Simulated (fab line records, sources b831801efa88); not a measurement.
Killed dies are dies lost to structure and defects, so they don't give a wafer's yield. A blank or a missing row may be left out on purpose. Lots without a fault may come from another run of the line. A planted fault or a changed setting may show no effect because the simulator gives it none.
Chamber matching | flow sky130 | SKY_PAD_OPEN_ETCH_07 on rie_diel-01: 4 sister chambers
The step etches the open film in CF4/O2, stops on AlCu, target depth 725 nm, time 161.1 s. 18 wafers are shown with their chamber, then 9 later ones without.

WAFERS WITH THEIR CHAMBER
wafer  | chamber | drypump_motor_current_A (A) | oes_product_au (a.u.) | throttle_valve_pct (%)
L076.1 | 2       | 5.7                         | 0.979                 | 5.961
L076.4 | 0       | 6.2                         | 0.974                 | 5.968
L076.5 | 2       | 5.7                         | 0.984                 | 5.957
L084.1 | 0       | 6.2                         | 0.975                 | 5.973
L084.2 | 3       | 5.1                         | 0.967                 | 5.955
L084.4 | 2       | 5.7                         | 0.972                 | 5.966
L085.1 | 2       | 5.7                         | 0.973                 | 5.971
L085.3 | 1       | 6.0                         | 0.977                 | 5.984
L085.5 | 2       | 5.7                         | 0.996                 | 5.964
L086.1 | 2       | 5.7                         | 0.975                 | 5.972
L086.3 | 0       | 6.2                         | 0.968                 | 5.954
L086.5 | 0       | 6.2                         | 0.987                 | 5.983
L088.2 | 0       | 6.2                         | 0.968                 | 5.961
L088.3 | 3       | 5.1                         | 0.967                 | 5.960
L088.6 | 2       | 5.7                         | 0.991                 | 5.958
L089.1 | 2       | 5.7                         | 0.970                 | 5.951
L089.2 | 1       | 6.1                         | 0.967                 | 5.950
L089.3 | 0       | 6.2                         | 0.977                 | 5.967

SIGNATURES (means of the wafers above)
reading                 | chamber 0 | chamber 1 | chamber 2 | chamber 3 | scatter within a chamber
drypump_motor_current_A | 6.200     | 6.050     | 5.700     | 5.100     | 0.0189
oes_product_au          | 0.97483   | 0.97200   | 0.98000   | 0.96700   | 0.00815
throttle_valve_pct      | 5.96767   | 5.96700   | 5.96250   | 5.95750   | 0.0102
Rule: a wafer's distance from a chamber is the root of the sum, over the readings, of the square of ((its reading less the chamber's mean) divided by the reading's scatter). The wafer belongs to the nearest chamber; if the next one is less than 2 further off, it can't be placed. The scatter: the root of (the sum of the squares of (reading less its chamber's mean) over the shown wafers, divided by (wafers less chambers)).

WAFERS WITHOUT THEIR CHAMBER
wafer  | drypump_motor_current_A (A) | oes_product_au (a.u.) | throttle_valve_pct (%)
L091.1 | 6.0                         | 0.978                 | 5.960
L091.3 | 6.2                         | 0.974                 | 5.961
L091.4 | 5.1                         | 0.975                 | 5.961
L096.1 | 5.1                         | 0.975                 | 5.978
L096.3 | 6.0                         | 0.972                 | 5.947
L096.4 | 5.7                         | 0.974                 | 5.974
L097.2 | 5.1                         | 0.979                 | 5.980
L097.3 | 6.2                         | 0.971                 | 5.950
L097.6 | 5.7                         | 0.978                 | 5.978

WHICH CHAMBER EACH WENT THROUGH
wafer  | from the rows above | in truth
L091.1 | 1                   | 1
L091.3 | 0                   | 0
L091.4 | 3                   | 3
L096.1 | 3                   | 3
L096.3 | 1                   | 1
L096.4 | 2                   | 2
L097.2 | 3                   | 3
L097.3 | 0                   | 0
L097.6 | 2                   | 2
Placed correctly: 9 of 9. Can't be placed from these rows: 0. Placed wrongly: 0.
